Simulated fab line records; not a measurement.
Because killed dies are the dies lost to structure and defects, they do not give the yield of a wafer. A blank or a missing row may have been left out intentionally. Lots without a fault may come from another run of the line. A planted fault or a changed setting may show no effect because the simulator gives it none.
The same fault as seen by 2 desks    flow gf180mcu    what lay behind the numbers comes last; until then each desk has only its own

TOOL OWNER'S DESK, hdpcvd-01
The tool's own readings at GF_V3_CVD_00 (deposits SiO2, target thk 600 nm, time 100 s): means of the sampled wafers that have a number, for each lot that ran on this tool. Any lot whose mean is over 4 standard deviations away from the usual mean is out of limits and marked OUT; that distance is given in the brackets.
Columns: A = sih4-flow-sccm at GF_V3_CVD_00, usual 60.02 sccm
lot   first seen here  A
L505  day 22 03:39     60.02
L508  day 23 02:43     59.95
L509  day 23 13:05     60.00
L510  day 24 00:29     60.04
L517  day 26 05:51     70.11 (+63) OUT
L518  day 27 02:37     70.01 (+62) OUT
Finding of this desk: L517, L518 out of limits; the first was L517 at day 26 05:51, on sih4-flow-sccm at GF_V3_CVD_00. L505, L508, L509, L510: within limits.

AT THE METROLOGY DESK
Means of the sampled wafers that have a number, per lot and without regard to the tool the lot ran on: this is what the gauges read. Any lot whose mean is over 4 standard deviations away from the usual mean is out of limits and marked OUT; that distance is given in the brackets.
Columns: A = V2_OVL at GF_V2_OVL_MEAS_15, usual 2 nm; B = V3_CVD_00_THK at GF_V3_THK_MEAS_01, usual 598 nm; C = V3_OVL at GF_V3_OVL_MEAS_15, usual 0 nm
lot   first seen here  A   B              C
L503  day 20 07:01     -4  594            -1
L504  day 20 14:56     1   602            2
L505  day 21 01:22     -4  593            5
L507  day 22 01:22     12  584            -1
L508  day 22 02:01     5   596            -8
L509  day 22 12:43     8   599            0
L510  day 22 23:37     4   593            -1
L517  day 25 06:22     4   700 (+14) OUT  -11
L518  day 26 02:56     -5  701 (+15) OUT  11
L520  day 26 19:01     0   599            6
L525  day 27 21:19     3   606            1
L526  day 28 07:23     2   594            -4
This desk's result: L517, L518 out of limits, first on L517 (V3_CVD_00_THK at GF_V3_THK_MEAS_01), day 26 05:55. L503, L504, L505, L507, L508, L509, L510, L520, L525, L526: within limits.

PUT TOGETHER
An alarm could have come from the tool owner's desk at day 26 05:51, on L517, L518.
At day 26 05:55 the metrology desk could have sounded an alarm, on L517, L518.
All the named lots went through GF_V3_CVD_00 on hdpcvd-01.

WHAT HAD BEEN PUT IN BY THE SIMULATOR
hdpcvd-01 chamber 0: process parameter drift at GF_V3_CVD_00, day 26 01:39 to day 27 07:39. Setting sih4-flow-sccm shifted by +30 from 60. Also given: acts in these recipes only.
Shown lots that were struck: L517, L518.
Counting hours from when the fault started, the first reading out of limits came at 4 for the tool owner's desk and at 4 for the metrology desk.
